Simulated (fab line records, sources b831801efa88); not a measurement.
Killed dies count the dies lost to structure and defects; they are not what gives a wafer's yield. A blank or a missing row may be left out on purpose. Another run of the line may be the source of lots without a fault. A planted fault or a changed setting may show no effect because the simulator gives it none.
fab line records -- flow sky130 -- part 1 of 2: steps 1 to 43 of 44
record: lots: 6, wafers: 18, last_day: 50
route steps=708 shown DNWELL@42 PWDE@45 NWELL@56 VIA2@521 PAD_OPEN@708
lots that met no fault: taken from a fault-free run of the same line
start_h: start of the lot's first displayed wafer, in hours after the record's first day -- wait_h: hours since the lot's step before -- " repeats the value in the row above -- L1.1+2: a row that stands for several wafers -- - either no value or no given start -- * or withheld: withheld -- < > ~ a bound
route shown NAME@n: names a module that has steps shown in the file, with the first one's number in the route -- usual: average and standard deviation across the fault-free wafers -- same: alike in all rows -- chamber/n: place in a boat -- sites: readings site by site -- _std_site: the standard deviation of these -- _edge_site: outer sites' mean less inner sites' -- radius_mm: for every site, how far away it sits from the centre of the wafer -- mask NAME#n: copy n -- behind: tool/chamber where the wafer was last shaped -- hold: reason for holding the lot/hours on hold/outcome of the hold -- device: transistor that didn't switch, given as n, p or np -- end of line: at the end of the route, the tests of the same wafers -- step lacking rows: just its recipe -- killed: the dies lost at the first sort to structure and to defects; this is not the yield of the wafer -- map: a wafer's dies, marking killed ones x, the rest . and places with no die _
set.NAME: the setting that was run; set.NAME@STEP: the one run at that earlier step -- model.NAME: the simulator's own value behind a step, which no gauge read
lots at selected steps of the route; one table per step, one row per wafer
services: a tool's chamber out of use, with start hour (start_h, from the record's first day; less than 0 if before it), hours out, and reason
== steps ==
step: SKY_DNWELL_IMPLANT_07
recipe: species: P, energy_kev: withheld, dose_cm2: withheld, tilt_deg: withheld
step: SKY_DNWELL_STRIP_08
recipe: chemistry: O2/N2, power_w: 1400, pressure_mtorr: 1500, platen_temp_c: withheld, o2_flow_sccm: 3000, n2_flow_sccm: 300, overash_fraction: 0.5
usual: drypump_motor_current_A: 5.7/0.49, oes_product_au: 0.723/0.0044, strip_time_to_endpoint_s: 37.49/0.11
lot.wafer,tool,chamber,start_h,wait_h,drypump_motor_current_A,oes_product_au,rf_hours_counter_h,strip_time_to_endpoint_s
L896.1,plasma_asher-02,1,61.12,0.1,5.1,0.728,35,37.27
L896.2,plasma_asher-02,0,61.12,0.1,5.9,0.727,35,37.19
L896.4,plasma_asher-02,1,61.12,0.1,5.2,0.722,-,37.20
L900.2,plasma_asher-03,1,82.82,0.1,6.2,0.728,39,37.52
L900.4,plasma_asher-03,1,82.82,0.1,6.2,0.727,-,37.49
L900.6,plasma_asher-03,1,82.82,0.1,6.2,0.730,-,37.54
L911.3,plasma_asher-01,1,143.46,0.1,4.9,0.726,-,37.71
L911.4,plasma_asher-01,0,143.46,0.1,5.8,0.716,-,37.74
L911.6,plasma_asher-01,1,143.46,0.1,4.9,0.722,-,37.68
L913.1,plasma_asher-03,0,158.65,0.2,6.2,0.726,47,37.57
L913.3,plasma_asher-03,0,158.65,0.2,6.2,0.721,-,37.47
L913.4,plasma_asher-03,1,158.65,0.2,6.2,0.725,-,37.53
L915.1,plasma_asher-02,1,166.36,0.1,5.1,0.727,46,37.64
L915.2,plasma_asher-02,0,166.36,0.1,5.9,0.725,46,37.62
L915.4,plasma_asher-02,0,166.36,0.1,5.9,0.721,-,37.47
L916.1,plasma_asher-02,0,175.72,0.1,5.9,0.728,47,37.43
L916.2,plasma_asher-02,1,175.72,0.1,5.1,0.723,47,37.43
L916.6,plasma_asher-02,1,175.72,0.1,5.1,0.724,-,37.54
step: SKY_DNWELL_TW_MEAS_09
usual: DNWELL_TW: 1115/6.5
lot.wafer,tool,chamber,start_h,wait_h,DNWELL_TW
L896.1,film_metro-03,-,61.22,0.1,1117
L896.2,film_metro-03,-,61.22,0.1,1121
L896.4,film_metro-03,-,61.22,0.1,1123
L900.2,film_metro-03,-,82.93,0.1,1118
L900.4,film_metro-03,-,82.93,0.1,1112
L900.6,film_metro-03,-,82.93,0.1,1114
L911.3,film_metro-01,-,143.54,0.1,1117
L911.4,film_metro-01,-,143.54,0.1,1116
L911.6,film_metro-01,-,143.54,0.1,1126
L913.1,film_metro-03,-,158.77,0.1,1115
L913.3,film_metro-03,-,158.77,0.1,1109
L913.4,film_metro-03,-,158.77,0.1,1109
L915.1,film_metro-03,-,166.46,0.1,1117
L915.2,film_metro-03,-,166.46,0.1,1120
L915.4,film_metro-03,-,166.46,0.1,1119
L916.1,film_metro-03,-,175.82,0.1,1115
L916.2,film_metro-03,-,175.82,0.1,1113
L916.6,film_metro-03,-,175.82,0.1,1109
step: SKY_PWDE_DEHYDRATE_00
recipe: temp_c: 200, time_s: 60
step: SKY_PWDE_HMDS_01
recipe: prime_time_s: 60, prime_temp_c: 120
step: SKY_PWDE_COAT_02
recipe: spin_rpm: 2000, resist_thk_nm: 3000
step: SKY_PWDE_SOFTBAKE_03
recipe: temp_c: 110, time_s: withheld
step: SKY_PWDE_EXPOSE_04
recipe: mask_id: PWDEM, na: 0.6, source_shape: conventional, sigma_outer: 0.6, polarization: unpolarized, target_cd_nm: 840, dose_mj: 214
step: SKY_PWDE_PEB_05
recipe: temp_c: 115, time_s: withheld
step: SKY_PWDE_DEVELOP_06
recipe: wall_angle_deg: 90, developer: TMAH, develop_time_s: 60, dev_temp_c: 23
step: SKY_PWDE_OVL_MEAS_07
usual: PWDE_OVL: -0.2/1.5
lot.wafer,tool,chamber,start_h,wait_h,PWDE_OVL[nm]
L896.1,overlay-01,-,78.71,-,-0.4
L896.2,overlay-01,-,78.71,-,-0.9
L896.4,overlay-01,-,78.71,-,0.3
L900.2,overlay-01,-,99.52,-,0.1
L900.4,overlay-01,-,99.52,-,1.0
L900.6,overlay-01,-,99.52,-,1.3
L911.3,overlay-01,-,162.53,-,0.3
L911.4,overlay-01,-,162.53,-,1.1
L911.6,overlay-01,-,162.53,-,1.2
L913.1,overlay-02,-,178.52,-,-1.7
L913.3,overlay-02,-,178.52,-,-0.1
L913.4,overlay-02,-,178.52,-,-3.6
L915.1,overlay-01,-,186.42,-,-1.6
L915.2,overlay-01,-,186.42,-,-2.2
L915.4,overlay-01,-,186.42,-,0.3
L916.1,overlay-02,-,196.41,-,0.9
L916.2,overlay-02,-,196.41,-,1.8
L916.6,overlay-02,-,196.41,-,0.3
step: SKY_PWDE_IMPLANT_08
recipe: species: B, energy_kev: 150, dose_cm2: 3.6e+12, tilt_deg: withheld
step: SKY_PWDE_STRIP_09
recipe: chemistry: O2/N2, power_w: 1400, pressure_mtorr: 1500, platen_temp_c: withheld, o2_flow_sccm: 3000, n2_flow_sccm: 300, overash_fraction: 0.5
usual: drypump_motor_current_A: 5.5/0.45, oes_product_au: 0.723/0.005, strip_time_to_endpoint_s: 36.92/0.093
lot.wafer,tool,chamber,start_h,wait_h,drypump_motor_current_A,oes_product_au,rf_hours_counter_h,strip_time_to_endpoint_s
L896.1,plasma_asher-02,0,78.90,0.1,5.9,0.721,38,36.90
L896.2,plasma_asher-02,1,78.90,0.1,5.2,0.720,38,36.90
L896.4,plasma_asher-02,1,78.90,0.1,5.1,0.725,-,36.81
L900.2,plasma_asher-04,0,99.70,0.1,5.7,0.712,31,36.96
L900.4,plasma_asher-04,0,99.70,0.1,5.7,0.720,-,37.04
L900.6,plasma_asher-04,1,99.70,0.1,6.4,0.721,-,37.01
L911.3,plasma_asher-02,0,162.73,0.1,5.8,0.719,-,36.98
L911.4,plasma_asher-02,1,162.73,0.1,5.1,0.721,-,36.84
L911.6,plasma_asher-02,0,162.73,0.1,5.9,0.722,-,37.00
L913.1,plasma_asher-02,0,178.70,0.1,5.9,0.722,48,37.05
L913.3,plasma_asher-02,0,178.70,0.1,5.9,0.719,-,37.02
L913.4,plasma_asher-02,1,178.70,0.1,5.1,0.723,-,36.97
L915.1,plasma_asher-01,0,186.60,0.1,5.8,0.721,7,36.90
L915.2,plasma_asher-01,1,186.60,0.1,4.9,0.725,7,36.78
L915.4,plasma_asher-01,0,186.60,0.1,5.8,0.725,-,36.76
L916.1,plasma_asher-01,1,196.60,0.1,4.9,0.729,7,36.81
L916.2,plasma_asher-01,0,196.60,0.1,5.8,0.719,7,36.90
L916.6,plasma_asher-01,1,196.60,0.1,4.9,0.719,-,36.77
step: SKY_PWDE_TW_MEAS_10
usual: PWDE_TW: 374.4/1.8
lot.wafer,tool,chamber,start_h,wait_h,PWDE_TW
L896.1,film_metro-01,-,79.00,0.1,375.9
L896.2,film_metro-01,-,79.00,0.1,375.9
L896.4,film_metro-01,-,79.00,0.1,376.8
L900.2,film_metro-01,-,99.81,0.1,371.4
L900.4,film_metro-01,-,99.81,0.1,373.6
L900.6,film_metro-01,-,99.81,0.1,372.8
L911.3,film_metro-01,-,162.82,0.1,374.3
L911.4,film_metro-01,-,162.82,0.1,374.3
L911.6,film_metro-01,-,162.82,0.1,374.0
L913.1,film_metro-03,-,178.80,0.1,375.2
L913.3,film_metro-03,-,178.80,0.1,374.5
L913.4,film_metro-03,-,178.80,0.1,374.8
L915.1,film_metro-03,-,186.70,0.1,374.2
L915.2,film_metro-03,-,186.70,0.1,372.7
L915.4,film_metro-03,-,186.70,0.1,374.7
L916.1,film_metro-01,-,196.70,0.1,373.4
L916.2,film_metro-01,-,196.70,0.1,374.4
L916.6,film_metro-01,-,196.70,0.1,374.7
step: SKY_NWELL_DEHYDRATE_03
recipe: temp_c: 200, time_s: 60
step: SKY_NWELL_HMDS_04
recipe: prime_time_s: 60, prime_temp_c: 120
step: SKY_NWELL_COAT_05
recipe: spin_rpm: 2000, resist_thk_nm: 3000
step: SKY_NWELL_SOFTBAKE_06
recipe: temp_c: 110, time_s: withheld
step: SKY_NWELL_EXPOSE_07
recipe: mask_id: NWM, na: 0.6, source_shape: conventional, sigma_outer: 0.6, polarization: unpolarized, target_cd_nm: 840, dose_mj: 255
step: SKY_NWELL_PEB_08
recipe: temp_c: 115, time_s: withheld
step: SKY_NWELL_DEVELOP_09
recipe: wall_angle_deg: 90, developer: TMAH, develop_time_s: 60, dev_temp_c: 23
step: SKY_NWELL_OVL_MEAS_10
usual: NWELL_00_OVL: 0.5/1.3
lot.wafer,tool,chamber,start_h,wait_h,NWELL_00_OVL[nm]
L896.1,overlay-01,-,95.47,-,2.8
L896.2,overlay-01,-,95.47,-,1.1
L896.4,overlay-01,-,95.47,-,0.3
L900.2,overlay-01,-,117.72,-,1.0
L900.4,overlay-01,-,117.72,-,-0.7
L900.6,overlay-01,-,117.72,-,-1.0
L911.3,overlay-02,-,182.93,-,1.2
L911.4,overlay-02,-,182.93,-,1.8
L911.6,overlay-02,-,182.93,-,0.8
L913.1,overlay-01,-,199.87,-,2.8
L913.3,overlay-01,-,199.87,-,1.4
L913.4,overlay-01,-,199.87,-,3.6
L915.1,overlay-02,-,206.86,-,0.9
L915.2,overlay-02,-,206.86,-,0.6
L915.4,overlay-02,-,206.86,-,1.4
L916.1,overlay-02,-,217.02,-,-1.1
L916.2,overlay-02,-,217.02,-,0.7
L916.6,overlay-02,-,217.02,-,0.9
step: SKY_NWELL_IMPLANT_11
recipe: species: P, energy_kev: 400, dose_cm2: 1.9e+13, tilt_deg: withheld
step: SKY_NWELL_IMPLANT_12
recipe: species: P, energy_kev: 120, dose_cm2: 1.3e+12, tilt_deg: withheld
step: SKY_NWELL_IMPLANT_13
recipe: species: P, energy_kev: 50, dose_cm2: 7e+11, tilt_deg: withheld
step: SKY_NWELL_STRIP_14
recipe: chemistry: O2/N2, power_w: 1400, pressure_mtorr: 1500, platen_temp_c: withheld, o2_flow_sccm: 3000, n2_flow_sccm: 300, overash_fraction: 0.5
usual: drypump_motor_current_A: 5.9/0.46, oes_product_au: 0.722/0.0045, strip_time_to_endpoint_s: 36.89/0.11
lot.wafer,tool,chamber,start_h,wait_h,drypump_motor_current_A,oes_product_au,rf_hours_counter_h,strip_time_to_endpoint_s
L896.1,plasma_asher-01,0,95.95,0.1,5.8,0.727,41,36.88
L896.2,plasma_asher-01,1,95.95,0.1,4.9,0.723,41,36.85
L896.4,plasma_asher-01,0,95.95,0.1,5.8,0.721,-,36.89
L900.2,plasma_asher-03,1,118.20,0.1,6.2,0.717,43,36.86
L900.4,plasma_asher-03,1,118.20,0.1,6.2,0.718,-,36.77
L900.6,plasma_asher-03,1,118.20,0.1,6.3,0.723,-,36.85
L911.3,plasma_asher-04,0,183.44,0.1,5.8,0.731,-,36.62
L911.4,plasma_asher-04,1,183.44,0.1,6.4,0.725,-,36.70
L911.6,plasma_asher-04,0,183.44,0.1,5.8,0.718,-,36.70
L913.1,plasma_asher-03,1,200.36,0.1,6.2,0.720,51,36.86
L913.3,plasma_asher-03,1,200.36,0.1,6.2,0.724,-,36.74
L913.4,plasma_asher-03,0,200.36,0.1,6.2,0.727,-,36.86
L915.1,plasma_asher-01,0,207.35,0.1,5.8,0.724,9,37.02
L915.2,plasma_asher-01,1,207.35,0.1,4.9,0.721,9,36.86
L915.4,plasma_asher-01,0,207.35,0.1,5.8,0.727,-,36.90
L916.1,plasma_asher-04,0,217.50,0.1,5.7,0.724,42,36.92
L916.2,plasma_asher-04,1,217.50,0.1,6.4,0.726,42,36.99
L916.6,plasma_asher-04,1,217.50,0.1,6.3,0.715,-,36.93
step: SKY_NWELL_TW_MEAS_15
usual: NWELL_TW: 1825/7.9
lot.wafer,tool,chamber,start_h,wait_h,NWELL_TW
L896.1,film_metro-01,-,96.05,0.1,1819
L896.2,film_metro-01,-,96.05,0.1,1824
L896.4,film_metro-01,-,96.05,0.1,1824
L900.2,film_metro-01,-,118.31,0.1,1829
L900.4,film_metro-01,-,118.31,0.1,1815
L900.6,film_metro-01,-,118.31,0.1,1819
L911.3,film_metro-01,-,183.53,0.1,1821
L911.4,film_metro-01,-,183.53,0.1,1826
L911.6,film_metro-01,-,183.53,0.1,1821
L913.1,film_metro-01,-,200.46,0.1,1826
L913.3,film_metro-01,-,200.46,0.1,1816
L913.4,film_metro-01,-,200.46,0.1,1813
L915.1,film_metro-04,-,207.45,0.1,1821
L915.2,film_metro-04,-,207.45,0.1,1829
L915.4,film_metro-04,-,207.45,0.1,1823
L916.1,film_metro-04,-,217.60,0.1,1830
L916.2,film_metro-04,-,217.60,0.1,1831
L916.6,film_metro-04,-,217.60,0.1,1825
step: SKY_NWELL_DEHYDRATE_16
recipe: temp_c: 200, time_s: 60
step: SKY_NWELL_HMDS_17
recipe: prime_time_s: 60, prime_temp_c: 120
step: SKY_NWELL_COAT_18
recipe: spin_rpm: 2000, resist_thk_nm: 3000
step: SKY_NWELL_SOFTBAKE_19
recipe: temp_c: 110, time_s: withheld
step: SKY_NWELL_EXPOSE_20
recipe: mask_id: NWM_COMPLEMENT, na: 0.6, source_shape: conventional, sigma_outer: 0.6, polarization: unpolarized, target_cd_nm: 840, dose_mj: 260
step: SKY_NWELL_PEB_21
recipe: temp_c: 115, time_s: withheld
step: SKY_NWELL_DEVELOP_22
recipe: wall_angle_deg: 90, developer: TMAH, develop_time_s: 57.51, dev_temp_c: 23
step: SKY_NWELL_OVL_MEAS_23
usual: NWELL_01_OVL: 0.7/1.3
lot.wafer,tool,chamber,start_h,wait_h,NWELL_01_OVL[nm]
L896.1,overlay-02,-,113.72,-,1.9
L896.2,overlay-02,-,113.72,-,0.6
L896.4,overlay-02,-,113.72,-,4.2
L900.2,overlay-02,-,137.13,-,0.1
L900.4,overlay-02,-,137.13,-,-1.6
L900.6,overlay-02,-,137.13,-,1.0
L911.3,overlay-02,-,203.88,-,0.0
L911.4,overlay-02,-,203.88,-,-0.1
L911.6,overlay-02,-,203.88,-,1.5
L913.1,overlay-01,-,221.27,-,0.8
L913.3,overlay-01,-,221.27,-,0.8
L913.4,overlay-01,-,221.27,-,-0.1
L915.1,overlay-02,-,229.41,-,0.1
L915.2,overlay-02,-,229.41,-,-1.2
L915.4,overlay-02,-,229.41,-,-1.3
L916.1,overlay-01,-,240.21,-,-0.7
L916.2,overlay-01,-,240.21,-,-2.8
L916.6,overlay-01,-,240.21,-,-1.3
step: SKY_NWELL_IMPLANT_24
recipe: species: B, energy_kev: 140, dose_cm2: 9.2e+12, tilt_deg: withheld
step: SKY_NWELL_STRIP_25
recipe: chemistry: O2/N2, power_w: 1400, pressure_mtorr: 1500, platen_temp_c: withheld, o2_flow_sccm: 3000, n2_flow_sccm: 300, overash_fraction: 0.5
usual: drypump_motor_current_A: 6.0/0.42, oes_product_au: 0.722/0.0045, strip_time_to_endpoint_s: 36.89/0.091
lot.wafer,tool,chamber,start_h,wait_h,drypump_motor_current_A,oes_product_au,rf_hours_counter_h,strip_time_to_endpoint_s
L896.1,plasma_asher-04,0,113.90,0.1,5.8,0.717,32,37.14
L896.2,plasma_asher-04,1,113.90,0.1,6.4,0.715,32,37.04
L896.4,plasma_asher-04,0,113.90,0.1,5.8,0.724,-,36.97
L900.2,plasma_asher-03,1,137.31,0.1,6.2,0.713,45,36.94
L900.4,plasma_asher-03,1,137.31,0.1,6.2,0.722,-,36.88
L900.6,plasma_asher-03,0,137.31,0.1,6.2,0.722,-,36.85
L911.3,plasma_asher-01,1,204.09,0.1,4.9,0.721,-,36.78
L911.4,plasma_asher-01,0,204.09,0.1,5.8,0.726,-,36.84
L911.6,plasma_asher-01,1,204.09,0.1,4.9,0.720,-,36.92
L913.1,plasma_asher-01,0,221.45,0.1,5.8,0.716,10,36.94
L913.3,plasma_asher-01,0,221.45,0.1,5.8,0.725,-,36.88
L913.4,plasma_asher-01,1,221.45,0.1,4.9,0.731,-,36.88
L915.1,plasma_asher-03,0,229.60,0.1,6.1,0.720,54,36.98
L915.2,plasma_asher-03,1,229.60,0.1,6.2,0.727,54,37.05
L915.4,plasma_asher-03,0,229.60,0.1,6.2,0.722,-,36.98
L916.1,plasma_asher-03,0,240.40,0.1,6.2,0.721,55,36.80
L916.2,plasma_asher-03,1,240.40,0.1,6.2,0.717,55,36.83
L916.6,plasma_asher-03,0,240.40,0.1,6.2,0.723,-,36.84
step: SKY_NWELL_TW_MEAS_26
usual: NWELL_2_TW: 497.6/2.5
lot.wafer,tool,chamber,start_h,wait_h,NWELL_2_TW
L896.1,film_metro-04,-,114.00,0.1,496.6
L896.2,film_metro-04,-,114.00,0.1,497.8
L896.4,film_metro-04,-,114.00,0.1,497.7
L900.2,film_metro-01,-,137.42,0.1,499.0
L900.4,film_metro-01,-,137.42,0.1,500.2
L900.6,film_metro-01,-,137.42,0.1,499.1
L911.3,film_metro-01,-,204.18,0.1,501.3
L911.4,film_metro-01,-,204.18,0.1,497.5
L911.6,film_metro-01,-,204.18,0.1,499.3
L913.1,film_metro-03,-,221.55,0.1,501.1
L913.3,film_metro-03,-,221.55,0.1,498.1
L913.4,film_metro-03,-,221.55,0.1,501.1
L915.1,film_metro-01,-,229.70,0.1,496.6
L915.2,film_metro-01,-,229.70,0.1,494.1
L915.4,film_metro-01,-,229.70,0.1,494.3
L916.1,film_metro-03,-,240.50,0.1,496.8
L916.2,film_metro-03,-,240.50,0.1,497.2
L916.6,film_metro-03,-,240.50,0.1,497.3
step: SKY_NWELL_CLEAN_27
recipe: chemistry: SC1/SC2, mix: 1:4:20, temp_c: 70, time_s: 150, dry: n2_spin
step: SKY_NWELL_RTA_28
recipe: temp_c: 1050, time_s: 30, idle_temp_c: 650, ramp_up_c_per_s: 150, ramp_down_c_per_s: 90, ambient: N2
usual: lamp_power_pct: 25.30/0.051, wafer_temp_C_max: 1054.9/0.96
lot.wafer,tool,chamber,start_h,wait_h,lamp_power_pct,wafer_temp_C_max
L896.1,rtp_anneal-02,0,114.12,0.0,25.27,1055.2
L896.2,rtp_anneal-02,0,114.12,0.0,25.32,1053.4
L896.4,rtp_anneal-02,0,114.12,0.0,25.39,1054.2
L900.2,rtp_anneal-02,0,137.53,0.0,25.28,1054.5
L900.4,rtp_anneal-02,0,137.53,0.0,25.39,1055.2
L900.6,rtp_anneal-02,0,137.53,0.0,25.33,1054.5
L911.3,rtp_anneal-01,0,204.30,0.0,25.36,1056.7
L911.4,rtp_anneal-01,0,204.30,0.0,25.19,1055.2
L911.6,rtp_anneal-01,0,204.30,0.0,25.36,1054.0
L913.1,rtp_anneal-01,0,221.67,0.0,25.32,1055.9
L913.3,rtp_anneal-01,0,221.67,0.0,25.29,1057.7
L913.4,rtp_anneal-01,0,221.67,0.0,25.39,1056.3
L915.1,rtp_anneal-01,0,229.81,0.0,25.31,1054.3
L915.2,rtp_anneal-01,0,229.81,0.0,25.21,1053.3
L915.4,rtp_anneal-01,0,229.81,0.0,25.32,1054.5
L916.1,rtp_anneal-02,0,240.61,0.0,25.39,1054.8
L916.2,rtp_anneal-02,0,240.61,0.0,25.38,1055.2
L916.6,rtp_anneal-02,0,240.61,0.0,25.31,1055.9
step: SKY_NWELL_RS_MEAS_29
recipe: thk_meas_gauge: four-point-probe
usual: NWELL_RS: 624.6/1.6
lot.wafer,tool,chamber,start_h,wait_h,NWELL_RS[ohm/sq]
L896.1,film_metro-04,-,114.22,0.1,623.8
L896.2,film_metro-04,-,114.22,0.1,624.1
L896.4,film_metro-04,-,114.22,0.1,623.4
L900.2,film_metro-03,-,137.64,0.1,624.1
L900.4,film_metro-03,-,137.64,0.1,626.7
L900.6,film_metro-03,-,137.64,0.1,623.6
L911.3,film_metro-04,-,204.41,0.1,624.5
L911.4,film_metro-04,-,204.41,0.1,625.6
L911.6,film_metro-04,-,204.41,0.1,624.0
L913.1,film_metro-04,-,221.77,0.1,622.3
L913.3,film_metro-04,-,221.77,0.1,623.0
L913.4,film_metro-04,-,221.77,0.1,622.6
L915.1,film_metro-04,-,229.91,0.1,623.8
L915.2,film_metro-04,-,229.91,0.1,622.8
L915.4,film_metro-04,-,229.91,0.1,624.4
L916.1,film_metro-01,-,240.71,0.1,625.1
L916.2,film_metro-01,-,240.71,0.1,626.3
L916.6,film_metro-01,-,240.71,0.1,625.0
step: SKY_VIA2_ETCH_14
recipe: chemistry: N2/H2, target: BARC, ion_energy_ev: 200, source_w: 500, bias_w: 100, pressure_mtorr: 30, n2_flow_sccm: 100, h2_flow_sccm: 200, stop_on: SiO2, time_s: 45.9, target_depth_a: 600
usual: drypump_motor_current_A: 5.6/0.38, oes_product_au: 0.858/0.0042, throttle_valve_pct: 13.226/0.0091
lot.wafer,tool,chamber,start_h,wait_h,drypump_motor_current_A,oes_product_au,rf_hours_counter_h,throttle_valve_pct,model.VIA2.cd_nm
L896.1,rie_diel-04,0,859.48,0.0,5.5,0.854,17,13.228,199.7
L896.2,rie_diel-04,3,859.48,0.0,6.0,0.851,4,13.228,200.7
L896.4,rie_diel-04,2,859.48,0.0,6.0,0.854,5,13.235,199.8
L900.2,rie_diel-01,1,888.62,0.0,5.6,0.857,11,13.228,199.5
L900.4,rie_diel-01,3,888.62,0.0,6.1,0.866,10,13.224,198.8
L900.6,rie_diel-01,1,888.62,0.0,5.6,0.855,-,13.207,199
L911.3,rie_diel-01,1,970.67,0.0,5.6,0.848,12,13.229,207.9
L911.4,rie_diel-01,3,970.67,0.0,6.1,0.855,13,13.231,209.3
L911.6,rie_diel-01,1,970.67,0.0,5.6,0.855,-,13.236,209
L913.1,rie_diel-01,3,984.42,0.0,6.0,0.863,13,13.200,205.8
L913.3,rie_diel-01,2,984.42,0.0,5.3,0.861,11,13.234,207.9
L913.4,rie_diel-01,0,984.42,0.0,5.8,0.858,4,13.245,204.6
L915.1,rie_diel-01,3,996.82,0.0,6.0,0.854,13,13.229,202.6
L915.2,rie_diel-01,1,996.82,0.0,5.6,0.858,13,13.223,203.6
L915.4,rie_diel-01,0,996.82,0.0,5.8,0.856,4,13.217,203.4
L916.1,rie_diel-02,0,1007.42,0.0,5.5,0.858,14,13.221,200
L916.2,rie_diel-02,3,1007.42,0.0,6.2,0.858,24,13.224,199.7
L916.6,rie_diel-02,3,1007.42,0.0,6.2,0.856,-,13.235,199.4
step: SKY_VIA2_ETCH_15
recipe: target: SiO2, chemistry: C4F8/O2/Ar, target_depth_nm: 546, stop_on: TiN, mask_material: KrF-thick, source_w: 1500, bias_w: 1200, pressure_mtorr: 40, c4f8_flow_sccm: withheld, O2_flow_sccm: 6, Ar_flow_sccm: 300, time_s: 84
usual: oes_product_au: 0.939/0.0049
lot.wafer,tool,chamber,start_h,wait_h,oes_product_au,rf_hours_counter_h,model.VIA2.cd_nm
L896.1,rie_diel-04,0,859.52,0.0,0.937,17,201.8
L896.2,rie_diel-04,3,859.52,0.0,0.942,4,205.1
L896.4,rie_diel-04,2,859.52,0.0,0.943,5,206.9
L900.2,rie_diel-01,1,888.66,0.0,0.939,11,204.3
L900.4,rie_diel-01,3,888.66,0.0,0.935,10,191
L900.6,rie_diel-01,1,888.66,0.0,0.935,-,203.2
L911.3,rie_diel-01,1,970.71,0.0,0.937,12,212
L911.4,rie_diel-01,3,970.71,0.0,0.944,13,202.3
L911.6,rie_diel-01,1,970.71,0.0,0.946,-,215.1
L913.1,rie_diel-01,3,984.46,0.0,0.940,13,196.9
L913.3,rie_diel-01,2,984.46,0.0,0.938,11,203.4
L913.4,rie_diel-01,0,984.46,0.0,0.936,4,203.1
L915.1,rie_diel-01,3,996.86,0.0,0.941,13,197
L915.2,rie_diel-01,1,996.86,0.0,0.938,13,205.9
L915.4,rie_diel-01,0,996.86,0.0,0.944,4,202.2
L916.1,rie_diel-02,0,1007.46,0.0,0.939,14,201
L916.2,rie_diel-02,3,1007.46,0.0,0.940,24,195.5
L916.6,rie_diel-02,3,1007.46,0.0,0.944,-,196.2
== key ==
first_sign: step: SKY_PAD_OPEN_PROBE_99, reading: killed_at_front_end, direction: up, sigmas: 9.7, usual: 15, struck: 54
effect: step: SKY_PAD_OPEN_PROBE_99, reading: killed_dies, direction: up, sigmas: 3.2, usual: 84, struck: 115
model_effect: step: SKY_VIA2_ETCH_14, value: VIA2.cd_nm, without: 200.6, struck: 207.4
model_effect: step: SKY_VIA2_ETCH_15, value: VIA2.cd_nm, without: 198.7, struck: 205.5
model_effect: step: SKY_PAD_OPEN_PROBE_99, value: etest.via2_chain.rc_ohm, without: 10.04, struck: 9.422
met_at SKY_PWDE_STRIP_09
struck_wafers L911.3,L911.4,L911.6,L913.1,L913.3,L913.4
tester_left_out L911,L913
loop_trim: step: SKY_VIA2_EXPOSE_09, setting: dose, lots: L911,L913
onset_between 78.90 162.73
also_fits SKY_NWELL_STRIP_25:plasma_asher-01
fault: kind: chamber_particle_source, tool: plasma_asher-02, chamber: -, onset_h: 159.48, steps: SKY_PWDE_STRIP_09, rate_per_visit_cm2: 1.2437, end_h: 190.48
tester_left_out: of these lots the tester's yield and bins aren't shown, on N5 and GAA mostly nor the transistor test; their killed dies are dies lost to structure and defects alone, not to doping, threshold or leakage, so they don't give the yield
loop_trim: a control loop set the setting to another value than it would have without faults
